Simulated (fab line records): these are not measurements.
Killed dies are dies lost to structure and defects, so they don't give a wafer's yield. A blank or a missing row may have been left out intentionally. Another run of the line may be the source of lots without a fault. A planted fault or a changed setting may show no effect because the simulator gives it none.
Matching of chambers -- flow gf180mcu -- rie diel-03 running GF_V1_ETCH_16: 4 sister chambers
The step etches BARC in N2/H2. 16 wafers are shown with their chamber, then 8 later ones without.

WAFERS PAIRED WITH THEIR CHAMBERS
wafer,chamber,drypump motor current A (A),chamber pressure mTorr (mTorr),throttle valve pct (%)
L074.3,1,5.3,29.966,13.215
L074.5,1,5.2,29.978,13.226
L074.6,2,5.6,30.020,13.213
L081.2,1,5.2,29.991,13.233
L081.4,3,5.9,29.998,13.209
L081.6,1,5.2,30.005,13.222
L082.1,3,5.9,29.967,13.222
L082.3,1,5.2,29.984,13.218
L082.6,2,5.5,30.041,13.223
L085.1,0,6.5,30.069,13.232
L085.3,3,5.8,29.999,13.220
L085.4,1,5.3,29.929,13.238
L088.4,1,5.2,29.996,13.220
L088.5,3,5.8,30.050,13.221
L088.6,2,5.5,29.997,13.227
L090.2,1,5.3,29.983,13.233

SIGNATURES (means of the wafers above)
reading,chamber 0,chamber 1,chamber 2,chamber 3,scatter within a chamber
drypump motor current A,6.500,5.237,5.533,5.850,0.0543
chamber pressure mTorr,30.06900,29.97900,30.01933,30.00350,0.0264
throttle valve pct,13.23200,13.22563,13.22100,13.21800,0.00759
Rule: distance of a wafer from a chamber = root of the sum over the readings of ((wafer's reading minus chamber's mean) / reading's scatter) squared. If the next closest chamber is less than 2 further off than the closest, the wafer can't be placed; otherwise it belongs to the closest. The scatter: take each reading less its chamber's mean, square it, sum over the shown wafers, divide by the number of wafers less the number of chambers, and take the root.

WAFERS WITHOUT THEIR CHAMBER
wafer,drypump motor current A (A),chamber pressure mTorr (mTorr),throttle valve pct (%)
L090.3,5.5,29.998,13.228
L090.6,5.3,29.977,13.230
L091.3,6.5,29.984,13.214
L091.5,5.9,29.961,13.221
L091.6,5.6,30.014,13.237
L096.2,5.5,29.999,13.230
L096.4,5.2,30.028,13.219
L096.5,5.5,30.039,13.222

THE CHAMBER EACH PASSED THROUGH
wafer,from the rows above,in truth
L090.3,2,2
L090.6,1,1
L091.3,0,0
L091.5,3,3
L091.6,2,2
L096.2,2,2
L096.4,1,1
L096.5,2,2
8 of 8 placed correctly. Can't be placed from these rows: 0. Wrongly placed: 0.
